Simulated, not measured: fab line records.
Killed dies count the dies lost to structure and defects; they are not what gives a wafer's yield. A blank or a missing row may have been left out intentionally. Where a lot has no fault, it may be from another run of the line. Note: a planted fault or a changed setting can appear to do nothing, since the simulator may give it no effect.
Commonality check across tools + flow gf180mcu + 12 lots, 39 wafers sampled

REASON FOR OPENING
GF_MVPSD_TW_MEAS_11, reading MVPSD_TW: flagged on 1 of 12 lots. Fault-free wafers read 550, with a standard deviation of 6.4.
Rule: flag the lot when none of its wafers has a number, or when each of its wafers that has one lies beyond 4 standard deviations from that mean. As for the other lots, they are considered sound.

| lot  | measured     | on            | MVPSD_TW, wafer by wafer | flag    |
|------|--------------|---------------|--------------------------|---------|
| L611 | day 5 17:14  | film_metro-01 | 548 551 547              |         |
| L612 | day 6 04:14  | film_metro-01 | 544 545 548              |         |
| L613 | day 6 05:49  | film_metro-02 | 30 29 30 30 30 30        | FLAGGED |
| L615 | day 6 17:25  | film_metro-02 | 545 544 547              |         |
| L623 | day 8 22:13  | film_metro-04 | 561 561 562              |         |
| L624 | day 9 04:04  | film_metro-01 | 550 550 546              |         |
| L625 | day 9 07:22  | film_metro-04 | 557 555 558              |         |
| L626 | day 9 13:13  | film_metro-04 | 554 559 557              |         |
| L627 | day 9 21:14  | film_metro-04 | 558 554 557              |         |
| L628 | day 10 02:01 | film_metro-02 | 544 545 547              |         |
| L630 | day 10 12:10 | film_metro-02 | 547 546 545              |         |
| L631 | day 10 19:28 | film_metro-04 | 560 557 557              |         |
On average the flagged lots' numbers are 30, which is -520 against the usual, or -81 standard deviations.

WHICH TOOL RAN EACH LOT
The record holds 1 process step before the reading, out of a route of 602 steps. In each cell: the tool, then ch and the chambers that the sampled wafers went through, then the start.
| lot  | flag    | GF_MVPSD_EXPOSE_04                  |
|------|---------|-------------------------------------|
| L611 |         | iline_stepper-02 ch 0, day 5 10:36  |
| L612 |         | iline_stepper-02 ch 0, day 5 20:38  |
| L613 | FLAGGED | iline_stepper-01 ch 0, day 5 22:21  |
| L615 |         | iline_stepper-01 ch 0, day 6 09:23  |
| L623 |         | iline_stepper-01 ch 0, day 8 13:26  |
| L624 |         | iline_stepper-02 ch 0, day 8 19:16  |
| L625 |         | iline_stepper-01 ch 0, day 8 22:30  |
| L626 |         | iline_stepper-02 ch 0, day 9 04:12  |
| L627 |         | iline_stepper-01 ch 0, day 9 12:12  |
| L628 |         | iline_stepper-02 ch 0, day 9 16:54  |
| L630 |         | iline_stepper-01 ch 0, day 10 02:33 |
| L631 |         | iline_stepper-02 ch 0, day 10 10:33 |
What these steps do:
- GF_MVPSD_EXPOSE_04: exposes mask MVPSD, target cd 1000 nm.
- GF_MVPSD_TW_MEAS_11

FLAGGED AGAINST TOTAL, ONE TOOL AT A TIME (gauges that did the reading follow at the end)
| step                | tool             | lots run | flagged | share of the flagged lots | sound lots run after its first flagged lot |
|---------------------|------------------|----------|---------|---------------------------|--------------------------------------------|
| GF_MVPSD_EXPOSE_04  | iline_stepper-01 | 6        | 1       | all                       | 5 (L615,L623,L625,L627,L630)               |
| GF_MVPSD_EXPOSE_04  | iline_stepper-02 | 6        | 0       | none                      | -                                          |
| GF_MVPSD_TW_MEAS_11 | film_metro-01    | 3        | 0       | none                      | -                                          |
| GF_MVPSD_TW_MEAS_11 | film_metro-02    | 4        | 1       | all                       | 3 (L615,L628,L630)                         |
| GF_MVPSD_TW_MEAS_11 | film_metro-04    | 5        | 0       | none                      | -                                          |

WHAT THE TABLE PERMITS
iline_stepper-01 at GF_MVPSD_EXPOSE_04 and film_metro-02 at GF_MVPSD_TW_MEAS_11 are the 2 rows of the table that ran each flagged lot.
- iline_stepper-01 at GF_MVPSD_EXPOSE_04 ran 6 lots, 1 of them flagged. Sound lots followed the first flagged one (L615, L623, L625, L627, L630) on it, something a lasting fault affecting the whole tool could not allow.
- film_metro-02 at GF_MVPSD_TW_MEAS_11 ran 4 lots, 1 of them flagged. Sound lots followed the first flagged one (L615, L628, L630) on it, something a lasting fault affecting the whole tool could not allow.
No row of the table ran every flagged lot and no sound lot after the first.

WHAT HAD BEEN PUT IN BY THE SIMULATOR
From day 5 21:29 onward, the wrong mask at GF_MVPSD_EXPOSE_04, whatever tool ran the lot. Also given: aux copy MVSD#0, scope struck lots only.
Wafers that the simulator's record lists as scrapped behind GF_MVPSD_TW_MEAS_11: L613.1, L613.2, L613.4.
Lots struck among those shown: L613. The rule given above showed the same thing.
